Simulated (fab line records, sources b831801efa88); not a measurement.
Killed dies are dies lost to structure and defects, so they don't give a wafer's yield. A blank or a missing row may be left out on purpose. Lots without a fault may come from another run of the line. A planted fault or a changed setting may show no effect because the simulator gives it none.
Which tool did it? | flow sky130 | 6 lots, 18 wafers sampled, at 2 steps of a route of 708

WHAT THE GAUGES READ, wafer by wafer
SKY_CAP2M_THK_MEAS_01.
lot  | measured     | on            | CAP2M_CVD_00_THK (nm)
L653 | day 40 04:46 | film_metro-01 | 15.29 15.59 15.72
L655 | day 40 16:57 | film_metro-02 | 15.43 15.43 15.59
L658 | day 41 19:04 | film_metro-02 | 14.94 15.43 15.64
L666 | day 43 17:49 | film_metro-02 | 15.84 16.11 15.67
L669 | day 44 13:25 | film_metro-01 | 15.05 15.34 15.36
L674 | day 46 04:38 | film_metro-02 | 15.29 15.01 15.55

WHICH TOOL RAN EACH LOT (tool, then ch and the chambers of the sampled wafers, then the start)
lot  | SKY_CAPM_METAL_ETCH_13
L653 | rie_metal-04 ch 0,1, day 37 22:49
L655 | rie_metal-04 ch 0,1, day 38 12:08
L658 | rie_metal-04 ch 1, day 39 14:04
L666 | rie_metal-04 ch 0,1, day 41 15:33
L669 | rie_metal-01 ch 0,1, day 42 11:19
L674 | rie_metal-01 ch 0,1, day 44 05:40
- SKY_CAPM_METAL_ETCH_13: etches TiN in Cl2/BCl3, stops on SiO2, target depth 220 nm, time 62.9 s.

THE ANSWER, worked out from the rows above alone
Rule: what is usual is taken from the lots themselves. Put in order of their means at a reading, lots are off if they are a third of the lots or fewer, leave a main group of 4 or more, and stand apart from it by a gap of 3 or more times the standard deviation of the main group's means; of several such gaps the widest counts. A main group whose means are all the same, to the digits that the tables above print for the reading, isn't used. A lot without any number at a reading at which 4 lots or more have one is off too. The other lots that the step has rows for count as sound.
Off: L666, at SKY_CAP2M_THK_MEAS_01 (CAP2M_CVD_00_THK). The main group: mean 15.38 nm, standard deviation 0.11.
A tool fits if, at a process step before that reading, it ran every lot that is off, and no sound lot after the first of them. The gauges at SKY_CAP2M_THK_MEAS_01 are tried like those tools. One fits: rie_metal-04 at SKY_CAPM_METAL_ETCH_13. Its last sound lot is L658 (day 39 14:04), its first lot that is off L666 (day 41 15:33): a fault that began between those two fits.

WHAT THE SIMULATOR HAD PUT IN
Chamber particle source: rie_metal-04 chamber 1, from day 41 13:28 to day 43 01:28, at SKY_CAPM_METAL_ETCH_13. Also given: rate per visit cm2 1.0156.
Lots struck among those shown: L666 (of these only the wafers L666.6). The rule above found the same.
